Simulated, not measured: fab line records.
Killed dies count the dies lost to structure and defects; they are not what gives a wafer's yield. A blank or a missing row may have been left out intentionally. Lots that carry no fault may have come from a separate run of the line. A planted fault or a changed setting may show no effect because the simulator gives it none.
A sampling plan put to the test -- flow gf180mcu -- each of the 39 faults these records tell of, on one fab line, judged from the records of the lots it struck
Plan = the line's own looks (route steps where a gauge or an inspection reads the wafer without altering it). A look is open to judgement when struck wafers have a number at it and the file gives its usual mean and standard deviation on fault-free wafers. Caught: the struck wafers' mean, at a look after the fault's first step, is 4 or more of those standard deviations (sigma) away from the usual mean. On the tool: the fault's steps, tested the same way using the tool's own readings. If the struck wafers alone have a blank record, or they carry another recipe, that too counts as caught.

## THE FAULTS, as the simulator had put them in
1. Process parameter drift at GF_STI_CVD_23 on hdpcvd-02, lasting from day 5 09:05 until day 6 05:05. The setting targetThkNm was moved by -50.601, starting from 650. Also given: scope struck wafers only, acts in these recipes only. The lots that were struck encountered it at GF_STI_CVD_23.
2. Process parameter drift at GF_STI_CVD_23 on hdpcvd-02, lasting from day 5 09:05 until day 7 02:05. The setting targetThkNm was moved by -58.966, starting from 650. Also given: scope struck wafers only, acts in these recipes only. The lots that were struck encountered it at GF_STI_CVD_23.
3. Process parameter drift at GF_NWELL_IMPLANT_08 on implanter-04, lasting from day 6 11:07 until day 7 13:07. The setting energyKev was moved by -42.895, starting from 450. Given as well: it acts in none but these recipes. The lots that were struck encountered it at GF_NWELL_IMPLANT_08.
4. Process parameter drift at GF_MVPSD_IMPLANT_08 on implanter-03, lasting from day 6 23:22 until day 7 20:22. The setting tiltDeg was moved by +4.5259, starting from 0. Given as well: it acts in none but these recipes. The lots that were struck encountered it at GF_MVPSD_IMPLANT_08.
5. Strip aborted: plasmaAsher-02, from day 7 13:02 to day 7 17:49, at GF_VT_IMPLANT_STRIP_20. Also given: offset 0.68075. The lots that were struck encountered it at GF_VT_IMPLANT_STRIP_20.
6. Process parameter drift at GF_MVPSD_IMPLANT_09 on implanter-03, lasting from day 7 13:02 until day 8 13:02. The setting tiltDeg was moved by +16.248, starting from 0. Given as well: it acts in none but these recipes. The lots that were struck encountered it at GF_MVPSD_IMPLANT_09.
7. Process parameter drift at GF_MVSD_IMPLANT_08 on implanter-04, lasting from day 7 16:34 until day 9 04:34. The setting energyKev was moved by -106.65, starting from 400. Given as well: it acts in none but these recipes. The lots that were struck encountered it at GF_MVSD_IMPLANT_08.
8. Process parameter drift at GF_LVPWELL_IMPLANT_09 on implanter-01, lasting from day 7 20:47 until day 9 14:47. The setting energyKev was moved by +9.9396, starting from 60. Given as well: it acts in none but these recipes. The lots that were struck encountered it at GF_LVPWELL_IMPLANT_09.
9. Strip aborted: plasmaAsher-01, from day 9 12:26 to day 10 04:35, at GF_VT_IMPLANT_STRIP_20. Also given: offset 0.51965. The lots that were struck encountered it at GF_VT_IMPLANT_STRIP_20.
10. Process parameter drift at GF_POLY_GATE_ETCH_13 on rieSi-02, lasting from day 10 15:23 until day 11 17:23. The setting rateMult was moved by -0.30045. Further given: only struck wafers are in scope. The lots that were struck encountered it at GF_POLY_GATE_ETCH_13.
11. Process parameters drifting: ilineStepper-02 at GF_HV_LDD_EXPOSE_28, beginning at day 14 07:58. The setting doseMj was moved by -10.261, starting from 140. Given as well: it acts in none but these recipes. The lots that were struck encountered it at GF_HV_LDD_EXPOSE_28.
12. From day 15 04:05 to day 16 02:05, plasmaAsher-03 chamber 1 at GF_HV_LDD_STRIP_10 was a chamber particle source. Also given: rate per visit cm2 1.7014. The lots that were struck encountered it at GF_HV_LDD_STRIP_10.
13. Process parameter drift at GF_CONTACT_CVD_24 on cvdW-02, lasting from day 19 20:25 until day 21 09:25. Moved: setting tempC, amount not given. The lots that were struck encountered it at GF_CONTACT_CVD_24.
14. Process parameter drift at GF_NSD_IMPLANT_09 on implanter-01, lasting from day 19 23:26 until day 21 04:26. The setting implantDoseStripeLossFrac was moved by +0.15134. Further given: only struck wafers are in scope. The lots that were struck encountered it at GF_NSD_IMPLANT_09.
15. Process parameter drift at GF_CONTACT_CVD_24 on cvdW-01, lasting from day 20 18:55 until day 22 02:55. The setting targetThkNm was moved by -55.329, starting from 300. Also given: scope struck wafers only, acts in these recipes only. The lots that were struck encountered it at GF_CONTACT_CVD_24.
16. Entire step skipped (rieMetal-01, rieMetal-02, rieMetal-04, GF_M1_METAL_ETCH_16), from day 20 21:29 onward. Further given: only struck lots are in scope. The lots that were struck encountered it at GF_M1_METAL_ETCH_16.
17. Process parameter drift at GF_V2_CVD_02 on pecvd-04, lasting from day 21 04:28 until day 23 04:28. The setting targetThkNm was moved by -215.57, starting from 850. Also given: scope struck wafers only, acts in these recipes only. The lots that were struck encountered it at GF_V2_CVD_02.
18. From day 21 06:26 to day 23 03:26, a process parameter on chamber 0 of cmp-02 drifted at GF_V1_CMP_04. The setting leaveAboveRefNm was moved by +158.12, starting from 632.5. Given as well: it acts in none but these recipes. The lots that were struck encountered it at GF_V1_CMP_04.
19. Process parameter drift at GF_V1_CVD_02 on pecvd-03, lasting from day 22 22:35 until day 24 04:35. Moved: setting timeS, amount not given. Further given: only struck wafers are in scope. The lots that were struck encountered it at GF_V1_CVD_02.
20. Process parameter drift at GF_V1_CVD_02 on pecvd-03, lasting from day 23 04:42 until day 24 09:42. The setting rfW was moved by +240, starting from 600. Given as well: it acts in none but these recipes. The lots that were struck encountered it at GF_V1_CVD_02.
21. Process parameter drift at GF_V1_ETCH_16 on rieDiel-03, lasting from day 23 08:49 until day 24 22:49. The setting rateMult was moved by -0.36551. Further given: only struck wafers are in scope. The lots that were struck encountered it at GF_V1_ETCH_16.
22. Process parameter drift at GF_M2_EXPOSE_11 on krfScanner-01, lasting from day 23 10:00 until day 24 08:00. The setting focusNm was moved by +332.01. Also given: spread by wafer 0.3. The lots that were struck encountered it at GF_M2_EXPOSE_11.
23. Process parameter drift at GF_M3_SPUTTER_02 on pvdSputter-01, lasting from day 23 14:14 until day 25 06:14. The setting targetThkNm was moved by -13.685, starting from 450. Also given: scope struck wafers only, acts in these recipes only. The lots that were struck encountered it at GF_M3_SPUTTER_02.
24. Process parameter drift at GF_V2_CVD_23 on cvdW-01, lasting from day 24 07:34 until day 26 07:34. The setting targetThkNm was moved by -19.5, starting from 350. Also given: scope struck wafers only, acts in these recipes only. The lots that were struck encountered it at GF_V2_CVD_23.
25. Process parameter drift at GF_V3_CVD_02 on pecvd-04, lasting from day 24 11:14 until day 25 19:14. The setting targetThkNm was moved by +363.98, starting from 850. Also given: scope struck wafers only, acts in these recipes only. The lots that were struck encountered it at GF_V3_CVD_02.
26. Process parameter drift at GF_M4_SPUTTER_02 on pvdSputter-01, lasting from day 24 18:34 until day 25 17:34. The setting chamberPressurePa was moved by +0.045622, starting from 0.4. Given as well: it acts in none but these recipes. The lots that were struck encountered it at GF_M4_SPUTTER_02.
27. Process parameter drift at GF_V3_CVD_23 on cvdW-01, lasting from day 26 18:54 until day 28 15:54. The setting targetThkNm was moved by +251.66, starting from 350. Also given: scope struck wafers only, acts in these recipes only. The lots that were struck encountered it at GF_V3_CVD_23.
28. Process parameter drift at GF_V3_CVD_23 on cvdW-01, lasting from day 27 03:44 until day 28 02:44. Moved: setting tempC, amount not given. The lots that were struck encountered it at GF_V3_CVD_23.
29. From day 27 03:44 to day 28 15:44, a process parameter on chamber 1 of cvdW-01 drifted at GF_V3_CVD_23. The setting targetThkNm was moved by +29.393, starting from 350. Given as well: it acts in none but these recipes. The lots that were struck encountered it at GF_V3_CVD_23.
30. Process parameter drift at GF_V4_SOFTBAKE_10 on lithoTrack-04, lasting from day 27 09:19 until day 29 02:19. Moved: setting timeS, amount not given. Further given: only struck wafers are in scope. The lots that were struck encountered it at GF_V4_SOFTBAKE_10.
31. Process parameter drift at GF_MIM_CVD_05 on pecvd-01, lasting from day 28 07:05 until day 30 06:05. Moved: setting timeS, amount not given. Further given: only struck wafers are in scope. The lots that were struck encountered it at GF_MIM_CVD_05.
32. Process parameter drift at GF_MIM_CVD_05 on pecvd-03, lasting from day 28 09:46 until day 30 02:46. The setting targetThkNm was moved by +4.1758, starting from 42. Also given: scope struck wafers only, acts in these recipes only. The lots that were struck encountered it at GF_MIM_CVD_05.
33. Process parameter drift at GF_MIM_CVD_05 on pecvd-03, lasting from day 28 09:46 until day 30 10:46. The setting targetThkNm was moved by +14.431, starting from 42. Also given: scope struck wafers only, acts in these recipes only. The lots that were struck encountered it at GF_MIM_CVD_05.
34. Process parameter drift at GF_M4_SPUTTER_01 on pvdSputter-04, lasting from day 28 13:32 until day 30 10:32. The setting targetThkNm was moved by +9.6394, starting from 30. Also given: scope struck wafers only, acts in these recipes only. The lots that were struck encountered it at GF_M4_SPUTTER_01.
35. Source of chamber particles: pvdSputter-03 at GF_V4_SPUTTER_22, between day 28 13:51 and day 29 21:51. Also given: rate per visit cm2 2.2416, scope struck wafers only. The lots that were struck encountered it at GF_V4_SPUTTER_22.
36. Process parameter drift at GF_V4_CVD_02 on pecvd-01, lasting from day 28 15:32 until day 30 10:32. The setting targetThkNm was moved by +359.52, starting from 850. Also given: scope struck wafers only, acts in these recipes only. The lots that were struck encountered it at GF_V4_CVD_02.
37. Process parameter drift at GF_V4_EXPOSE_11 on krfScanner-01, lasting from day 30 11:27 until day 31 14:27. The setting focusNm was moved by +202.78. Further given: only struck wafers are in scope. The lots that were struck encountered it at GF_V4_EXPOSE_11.
38. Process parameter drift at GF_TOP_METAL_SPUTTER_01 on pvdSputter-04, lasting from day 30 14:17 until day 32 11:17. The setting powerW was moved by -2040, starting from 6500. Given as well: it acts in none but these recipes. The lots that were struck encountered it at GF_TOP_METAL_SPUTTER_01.
39. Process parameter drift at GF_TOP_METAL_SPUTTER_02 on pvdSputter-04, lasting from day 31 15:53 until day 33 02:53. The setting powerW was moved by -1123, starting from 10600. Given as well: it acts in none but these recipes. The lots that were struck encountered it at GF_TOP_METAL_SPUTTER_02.

## WHAT THE PLAN SAW
fault,on the tool itself,first look that catches it,"reading, sigma",median hours from its first step to that look,hours from the fault's start to the first struck lot there,judged looks passed uncaught
1,no reading that can be judged,GF_STI_THK_MEAS_24,STI_CVD_23_THK -10,0.1,4,0
2,no reading that can be judged,GF_STI_THK_MEAS_24,STI_CVD_23_THK -11,0.1,4,0
3,beamEnergyKeV -99 or beyond sigma,GF_VT_IMPLANT_RS_MEAS_47,NWELL_RS +7.2,122.2,127,1
4,tiltDeg +99 or beyond sigma,GF_MVPSD_TW_MEAS_11,MVPSD_TW +5.7,0.4,7,0
5,oesProductAu +49 sigma,GF_VT_IMPLANT_TW_MEAS_32,VT_IMPLANT_3_TW -51,17.1,22,1
6,tiltDeg +99 or beyond sigma,none of the 2 looks that can be judged after it,-,-,-,2
7,beamEnergyKeV -99 or beyond sigma,GF_VT_IMPLANT_RS_MEAS_46,MVSD_RS +36,90.0,94,0
8,beamEnergyKeV +99 or beyond sigma,none of the 3 looks that can be judged after it,"strongest: LVPWELL_RS at GF_VT_IMPLANT_RS_MEAS_48, +3.1",-,-,3
9,oesProductAu +51 sigma,GF_VT_IMPLANT_TW_MEAS_32,VT_IMPLANT_3_TW -49,18.3,34,0
10,oesProductAu -35 sigma,not the one look that can be judged after it,-,-,-,1
11,exposureDoseMJCm2 -73 sigma,GF_HV_LDD_CD_MEAS_31,cdNm -8.9,10.4,16,0
12,under 2 sigma,no look after it can be judged,-,-,-,0
13,susceptorTempC -99 or beyond sigma,GF_CONTACT_RS_MEAS_25,CONTACT_W_RS +53,0.1,4,0
14,no reading that can be judged,GF_PSD_RS_MEAS_14,NSD_RS +7.2,24.2,46,1
15,under 2 sigma,GF_CONTACT_RS_MEAS_25,CONTACT_W_RS +23,0.1,5,0
16,the tool's record is blank for the struck wafers,no look after it can be judged,-,-,-,0
17,under 2 sigma,GF_V2_THK_MEAS_03,V2_CVD_02_THK -19,0.1,7,0
18,timeToEndpointS -12 sigma,not the one look that can be judged after it,-,-,-,1
19,runLengthS +78 sigma,GF_V1_THK_MEAS_03,V1_CVD_02_THK +42,0.1,3,0
20,rfFwdPowerW +99 or beyond sigma,GF_V1_THK_MEAS_03,V1_CVD_02_THK +9.3,0.1,3,0
21,oesProductAu -18 sigma,GF_M2_CD_MEAS_14,cdNm +4.4,23.1,40,4
22,exposureDoseMJCm2 -39 sigma,GF_M2_CD_MEAS_14,cdNm -12,10.6,32,0
23,under 2 sigma,none of the 2 looks that can be judged after it,"strongest: M3_ALCU_RS at GF_M3_RS_MEAS_05, +3.9",-,-,2
24,under 2 sigma,GF_V2_RS_MEAS_24,V2_W_RS +6.5,0.1,4,0
25,under 2 sigma,GF_V3_THK_MEAS_03,V3_CVD_02_THK +33,0.1,12,0
26,chamberPressurePa +62 sigma,none of the 2 looks that can be judged after it,"strongest: M4_ALCU_RS at GF_M4_RS_MEAS_05, +3.7",-,-,2
27,under 2 sigma,GF_V3_RS_MEAS_24,V3_W_RS -44,0.1,4,0
28,susceptorTempC +76 sigma,GF_V3_RS_MEAS_24,V3_W_RS -28,0.1,5,0
29,under 2 sigma,GF_V3_RS_MEAS_24,V3_W_RS -8.0,0.1,5,0
30,runLengthS +76 sigma,none of the 2 looks that can be judged after it,"strongest: cdNm at GF_V4_CD_MEAS_14, +3.0",-,-,2
31,runLengthS -4.5 sigma,GF_MIM_THK_MEAS_06,MIM_CVD_05_THK -6.2,0.0,3,0
32,under 2 sigma,GF_MIM_THK_MEAS_06,MIM_CVD_05_THK +7.5,0.0,9,0
33,under 2 sigma,GF_MIM_THK_MEAS_06,MIM_CVD_05_THK +27,0.0,9,0
34,under 2 sigma,no look after it can be judged,-,-,-,0
35,under 2 sigma,not the one look that can be judged after it,-,-,-,1
36,under 2 sigma,GF_V4_THK_MEAS_03,V4_CVD_02_THK +38,0.1,3,0
37,under 2 sigma,none of the 2 looks that can be judged after it,"strongest: cdNm at GF_V4_CD_MEAS_14, +2.9",-,-,2
38,cathodeDcPowerW -99 or beyond sigma,no look after it can be judged,-,-,-,0
39,cathodeDcPowerW -99 or beyond sigma,GF_TOP_METAL_RS_MEAS_05,TOP_METAL_ALCU_RS +11,0.1,4,0
A dash: the fault isn't caught, or these records don't give the number.

Caught at a look: 26 of 39. Caught on the tool: 22 of 39. By one or the other: 34 of 39.
On the tool alone, faults 6, 8, 10, 16, 18, 26, 30, 38 were caught.
Caught at a look alone: faults 1, 2, 14, 15, 17, 24, 25, 27, 29, 32, 33, 36.
Caught by neither: faults 12, 23, 34, 35, 37.

## THINNER SAMPLING
Were the look that catches a fault to measure just every second or every third lot (counted by lot number), the first struck lot would, at worst, be measured this late:
fault,"struck lots at that look, in order of time",every lot,every second lot,every third lot
1,"L750, L752",4 h,may miss all 2,may miss all 2
2,"L284, L286",4 h,may miss all 2,may miss all 2
3,"L833, L836",127 h,146 h,may miss all 2
4,"L809, L810, L811",7 h,13 h,15 h
5,L274,22 h,may miss it,may miss it
7,"L643, L645, L646",94 h,110 h,may miss all 3
9,L755,34 h,may miss it,may miss it
11,"L379, L383",16 h,may miss all 2,may miss all 2
13,"L197, L199",4 h,may miss all 2,may miss all 2
14,"L767, L768",46 h,52 h,may miss all 2
15,"L407, L410",5 h,29 h,may miss all 2
17,"L343, L346",7 h,42 h,may miss all 2
19,"L716, L717",3 h,9 h,may miss all 2
20,"L652, L655",3 h,26 h,may miss all 2
21,"L399, L401",40 h,may miss all 2,may miss all 2
22,L297,32 h,may miss it,may miss it
24,"L211, L215, L216",4 h,42 h,42 h
25,"L816, L817",12 h,16 h,may miss all 2
27,"L962, L963",4 h,13 h,may miss all 2
28,"L719, L720",5 h,12 h,may miss all 2
29,"L604, L605",5 h,12 h,may miss all 2
31,"L642, L647",3 h,36 h,may miss all 2
32,"L763, L766",9 h,29 h,may miss all 2
33,"L269, L272",9 h,29 h,may miss all 2
36,"L110, L112",3 h,may miss all 2,may miss all 2
39,"L627, L629",4 h,may miss all 2,may miss all 2
Hours: fault start to first struck lot measured. The limit of 4 sigma was tested on all struck wafers together, so one lot alone may lie under it. Other struck lots may not be in these records.

## THE LONGEST TIMED WAY FROM STEP TO LOOK
Fault 3: the median time between GF_NWELL_IMPLANT_08 and GF_VT_IMPLANT_RS_MEAS_47 is 122.2 hours. The look between them that can be judged stayed within 4 sigma: GF_VT_IMPLANT_OVL_MEAS_07.
